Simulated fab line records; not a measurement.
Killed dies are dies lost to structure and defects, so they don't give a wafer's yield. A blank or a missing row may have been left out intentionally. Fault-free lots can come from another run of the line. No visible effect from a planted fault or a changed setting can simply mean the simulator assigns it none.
The tool behind it: which one? || flow sky130 || 12 lots with 36 wafers sampled at 5 steps, on a route of 708 steps

== WHAT EACH GAUGE READ, for each wafer ==
SKY_NWELL_THK_MEAS_02.
{"lot": "L562", "measured": "day 2 09:40", "on": "film-metro-04", "NWELL_OXIDATION_THK (nm)": "9.79 9.79 9.93"}
{"lot": "L565", "measured": "day 3 02:40", "on": "film-metro-04", "NWELL_OXIDATION_THK (nm)": "10.39 10.31 10.38"}
{"lot": "L567", "measured": "day 3 15:18", "on": "film-metro-02", "NWELL_OXIDATION_THK (nm)": "9.94 10.04 10.06"}
{"lot": "L568", "measured": "day 3 21:05", "on": "film-metro-02", "NWELL_OXIDATION_THK (nm)": "10.03 9.90 10.12"}
{"lot": "L569", "measured": "day 4 01:28", "on": "film-metro-04", "NWELL_OXIDATION_THK (nm)": "9.88 10.03 10.08"}
{"lot": "L570", "measured": "day 4 02:43", "on": "film-metro-02", "NWELL_OXIDATION_THK (nm)": "10.10 10.03 9.90"}
{"lot": "L573", "measured": "day 4 23:43", "on": "film-metro-02", "NWELL_OXIDATION_THK (nm)": "9.67 9.56 9.66"}
{"lot": "L581", "measured": "day 6 13:16", "on": "film-metro-04", "NWELL_OXIDATION_THK (nm)": "10.10 9.92 9.98"}
{"lot": "L582", "measured": "day 6 20:19", "on": "film-metro-02", "NWELL_OXIDATION_THK (nm)": "9.98 9.95 10.15"}
{"lot": "L583", "measured": "day 7 02:34", "on": "film-metro-02", "NWELL_OXIDATION_THK (nm)": "10.30 10.29 10.19"}
{"lot": "L584", "measured": "day 7 06:22", "on": "film-metro-04", "NWELL_OXIDATION_THK (nm)": "9.68 9.89 9.87"}
{"lot": "L585", "measured": "day 7 14:02", "on": "film-metro-01", "NWELL_OXIDATION_THK (nm)": "9.99 9.85 10.10"}

SKY_NWELL_OVL_MEAS_10.
{"lot": "L562", "measured": "day 4 06:05", "on": "overlay-01", "NWELL_00_OVL (nm)": "-2.3 -2.0 -2.0"}
{"lot": "L565", "measured": "day 5 02:35", "on": "overlay-01", "NWELL_00_OVL (nm)": "-4.2 -0.7 -1.3"}
{"lot": "L567", "measured": "day 5 15:46", "on": "overlay-02", "NWELL_00_OVL (nm)": "-0.9 -1.9 -2.3"}
{"lot": "L568", "measured": "day 5 23:32", "on": "overlay-01", "NWELL_00_OVL (nm)": "0.0 0.1 -1.0"}
{"lot": "L569", "measured": "day 6 05:17", "on": "overlay-02", "NWELL_00_OVL (nm)": "-0.7 -0.7 -0.3"}
{"lot": "L570", "measured": "day 6 07:32", "on": "overlay-02", "NWELL_00_OVL (nm)": "0.6 -0.7 0.8"}
{"lot": "L573", "measured": "day 7 07:05", "on": "overlay-01", "NWELL_00_OVL (nm)": "-1.2 0.1 -0.7"}
{"lot": "L581", "measured": "day 9 03:29", "on": "overlay-02", "NWELL_00_OVL (nm)": "2.0 1.5 3.4"}
{"lot": "L582", "measured": "day 9 12:01", "on": "overlay-02", "NWELL_00_OVL (nm)": "0.0 -1.1 -2.7"}
{"lot": "L583", "measured": "day 9 17:32", "on": "overlay-02", "NWELL_00_OVL (nm)": "0.1 -1.3 0.0"}
{"lot": "L584", "measured": "day 9 23:44", "on": "overlay-02", "NWELL_00_OVL (nm)": "-0.1 -0.7 -0.9"}
{"lot": "L585", "measured": "day 10 06:08", "on": "overlay-01", "NWELL_00_OVL (nm)": "0.4 -1.0 1.0"}

SKY_NWELL_RS_MEAS_29: uses a four-point probe to measure.
{"lot": "L562", "measured": "day 5 00:40", "on": "film-metro-02", "NWELL_RS (ohm/sq)": "623.5 624.4 625.1"}
{"lot": "L565", "measured": "day 5 22:05", "on": "film-metro-04", "NWELL_RS (ohm/sq)": "623.6 625.9 622.5"}
{"lot": "L567", "measured": "day 6 11:08", "on": "film-metro-04", "NWELL_RS (ohm/sq)": "622.2 623.9 625.5"}
{"lot": "L568", "measured": "day 6 20:22", "on": "film-metro-01", "NWELL_RS (ohm/sq)": "623.2 621.9 623.7"}
{"lot": "L569", "measured": "day 7 01:22", "on": "film-metro-04", "NWELL_RS (ohm/sq)": "623.8 621.7 623.6"}
{"lot": "L570", "measured": "day 7 03:50", "on": "film-metro-01", "NWELL_RS (ohm/sq)": "625.5 622.8 624.9"}
{"lot": "L573", "measured": "day 8 05:16", "on": "film-metro-04", "NWELL_RS (ohm/sq)": "624.9 624.4 625.0"}
{"lot": "L581", "measured": "day 10 03:38", "on": "film-metro-01", "NWELL_RS (ohm/sq)": "629.0 630.8 631.0 628.9 629.7 629.8"}
{"lot": "L582", "measured": "day 10 12:35", "on": "film-metro-02", "NWELL_RS (ohm/sq)": "630.7 631.1 630.2 630.5 631.1 629.1"}
{"lot": "L583", "measured": "day 10 17:24", "on": "film-metro-01", "NWELL_RS (ohm/sq)": "623.1 624.9 623.9"}
{"lot": "L584", "measured": "day 10 23:47", "on": "film-metro-01", "NWELL_RS (ohm/sq)": "624.9 624.8 624.4"}
{"lot": "L585", "measured": "day 11 06:53", "on": "film-metro-02", "NWELL_RS (ohm/sq)": "623.3 621.3 624.3"}

== EACH LOT AND THE TOOL THAT RAN IT (in order: tool; ch and the chambers of the sampled wafers; start) ==
{"lot": "L562", "SKY_NWELL_IMPLANT_13": "implanter-01 ch 0, day 4 06:25", "SKY_NWELL_RTA_28": "rtp-anneal-02 ch 0, day 5 00:22"}
{"lot": "L565", "SKY_NWELL_IMPLANT_13": "implanter-01 ch 0, day 5 02:59", "SKY_NWELL_RTA_28": "rtp-anneal-02 ch 0, day 5 21:59"}
{"lot": "L567", "SKY_NWELL_IMPLANT_13": "implanter-03 ch 0, day 5 16:07", "SKY_NWELL_RTA_28": "rtp-anneal-02 ch 0, day 6 11:02"}
{"lot": "L568", "SKY_NWELL_IMPLANT_13": "implanter-01 ch 0, day 5 23:55", "SKY_NWELL_RTA_28": "rtp-anneal-01 ch 0, day 6 20:16"}
{"lot": "L569", "SKY_NWELL_IMPLANT_13": "implanter-03 ch 0, day 6 05:37", "SKY_NWELL_RTA_28": "rtp-anneal-01 ch 0, day 7 01:16"}
{"lot": "L570", "SKY_NWELL_IMPLANT_13": "implanter-02 ch 0, day 6 07:52", "SKY_NWELL_RTA_28": "rtp-anneal-02 ch 0, day 7 03:44"}
{"lot": "L573", "SKY_NWELL_IMPLANT_13": "implanter-01 ch 0, day 7 07:25", "SKY_NWELL_RTA_28": "rtp-anneal-01 ch 0, day 8 05:10"}
{"lot": "L581", "SKY_NWELL_IMPLANT_13": "implanter-03 ch 0, day 9 03:49", "SKY_NWELL_RTA_28": "rtp-anneal-01 ch 0, day 10 03:32"}
{"lot": "L582", "SKY_NWELL_IMPLANT_13": "implanter-03 ch 0, day 9 12:22", "SKY_NWELL_RTA_28": "rtp-anneal-02 ch 0, day 10 12:29"}
{"lot": "L583", "SKY_NWELL_IMPLANT_13": "implanter-02 ch 0, day 9 17:54", "SKY_NWELL_RTA_28": "rtp-anneal-01 ch 0, day 10 17:18"}
{"lot": "L584", "SKY_NWELL_IMPLANT_13": "implanter-01 ch 0, day 10 00:04", "SKY_NWELL_RTA_28": "rtp-anneal-02 ch 0, day 10 23:41"}
{"lot": "L585", "SKY_NWELL_IMPLANT_13": "implanter-02 ch 0, day 10 06:46", "SKY_NWELL_RTA_28": "rtp-anneal-01 ch 0, day 11 06:47"}
- SKY_NWELL_IMPLANT_13
- SKY_NWELL_RTA_28: time 30 s.

== WHAT THE TOOLS THEMSELVES READ (means of the sampled wafers that have a number; where no wafer has one, the mark that the record gives instead) ==
SKY_NWELL_IMPLANT_13.
{"lot": "L562", "tool": "implanter-01", "dose-ions-cm2": 7.003e+11, "faraday-current-uA": 3.94}
{"lot": "L565", "tool": "implanter-01", "dose-ions-cm2": 7.003e+11, "faraday-current-uA": 3.95}
{"lot": "L567", "tool": "implanter-03", "dose-ions-cm2": 7.002e+11, "faraday-current-uA": 3.92}
{"lot": "L568", "tool": "implanter-01", "dose-ions-cm2": 6.991e+11, "faraday-current-uA": 3.89}
{"lot": "L569", "tool": "implanter-03", "dose-ions-cm2": 7.002e+11, "faraday-current-uA": 3.89}
{"lot": "L570", "tool": "implanter-02", "dose-ions-cm2": 6.989e+11, "faraday-current-uA": 3.99}
{"lot": "L573", "tool": "implanter-01", "dose-ions-cm2": 6.996e+11, "faraday-current-uA": 3.97}
{"lot": "L581", "tool": "implanter-03", "dose-ions-cm2": 5.128e+11, "faraday-current-uA": 2.89}
{"lot": "L582", "tool": "implanter-03", "dose-ions-cm2": 5.104e+11, "faraday-current-uA": 2.93}
{"lot": "L583", "tool": "implanter-02", "dose-ions-cm2": 7.003e+11, "faraday-current-uA": 3.87}
{"lot": "L584", "tool": "implanter-01", "dose-ions-cm2": 7.000e+11, "faraday-current-uA": 3.95}
{"lot": "L585", "tool": "implanter-02", "dose-ions-cm2": 7.005e+11, "faraday-current-uA": 3.94}

SKY_NWELL_RTA_28.
{"lot": "L562", "tool": "rtp-anneal-02", "lamp-power-pct (%)": 25.33, "ramp-down-c-per-s": 89.997, "wafer_temp_C_max": 1055.2}
{"lot": "L565", "tool": "rtp-anneal-02", "lamp-power-pct (%)": 25.26, "ramp-down-c-per-s": 89.995, "wafer_temp_C_max": 1055.4}
{"lot": "L567", "tool": "rtp-anneal-02", "lamp-power-pct (%)": 25.34, "ramp-down-c-per-s": 89.996, "wafer_temp_C_max": 1055.3}
{"lot": "L568", "tool": "rtp-anneal-01", "lamp-power-pct (%)": 25.28, "ramp-down-c-per-s": 90.004, "wafer_temp_C_max": 1056.1}
{"lot": "L569", "tool": "rtp-anneal-01", "lamp-power-pct (%)": 25.27, "ramp-down-c-per-s": 90.004, "wafer_temp_C_max": 1054.5}
{"lot": "L570", "tool": "rtp-anneal-02", "lamp-power-pct (%)": 25.33, "ramp-down-c-per-s": 90.007, "wafer_temp_C_max": 1054.7}
{"lot": "L573", "tool": "rtp-anneal-01", "lamp-power-pct (%)": 25.30, "ramp-down-c-per-s": 89.988, "wafer_temp_C_max": 1055.5}
{"lot": "L581", "tool": "rtp-anneal-01", "lamp-power-pct (%)": 25.35, "ramp-down-c-per-s": 90.005, "wafer_temp_C_max": 1054.9}
{"lot": "L582", "tool": "rtp-anneal-02", "lamp-power-pct (%)": 25.27, "ramp-down-c-per-s": 90.003, "wafer_temp_C_max": 1055.0}
{"lot": "L583", "tool": "rtp-anneal-01", "lamp-power-pct (%)": 25.29, "ramp-down-c-per-s": 89.995, "wafer_temp_C_max": 1053.5}
{"lot": "L584", "tool": "rtp-anneal-02", "lamp-power-pct (%)": 25.36, "ramp-down-c-per-s": 90.000, "wafer_temp_C_max": 1054.5}
{"lot": "L585", "tool": "rtp-anneal-01", "lamp-power-pct (%)": 25.34, "ramp-down-c-per-s": 90.004, "wafer_temp_C_max": 1055.3}

== THE ANSWER, worked out from the rows above alone ==
Rule: usual is defined by the lots themselves. The widest of any qualifying gaps counts: lots, ordered by their means at a reading, are off when they make up no more than a third of the lots, leave a main group of 4 or more, and stand apart from it by 3 or more times the standard deviation of that group's means. Not used: any main group whose means are identical at the precision the tables above print for the reading. A lot without any number at a reading at which 4 lots or more have one is off too. All remaining lots with rows at the step are treated as sound. After the gauges, taken in route order, come the tools' own readings; for these a lot's mean is taken, as printed above. At the first step where some lot is off, the reading lying furthest off is the one used; lots without a number count as furthest.
Off: at SKY_NWELL_RS_MEAS_29 (NWELL_RS), L581, L582. Main group: mean 623.9 ohm/sq, sd 0.66.
A tool fits if, at a process step before that reading, it ran every lot that is off, and no sound lot after the first of them. Not tried: the gauges at SKY_NWELL_RS_MEAS_29; whatever is off there is also off at SKY_NWELL_IMPLANT_13, on other tools, and gauge error can't account for it. One candidate fits, namely implanter-03 at SKY_NWELL_IMPLANT_13. Its last sound lot is L569 (day 6 05:37), its first lot that is off L581 (day 9 03:49): a fault that began between those two fits.
The tool's own readings at SKY_NWELL_IMPLANT_13 bear it out: on the lots that are off they differ by more than 5 times the standard deviation of the sound lots' means. dose-ions-cm2 reads 5.116e+11 there against 6.999e+11 on the sound lots; faraday-current-uA reads 2.91 there against 3.93 on the sound lots.

== WHAT HAD BEEN PUT IN BY THE SIMULATOR ==
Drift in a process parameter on implanter-03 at SKY_NWELL_IMPLANT_13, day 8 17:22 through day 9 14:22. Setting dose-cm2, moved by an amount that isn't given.
Shown lots that were struck: L581, L582. The same result came from the rule above.
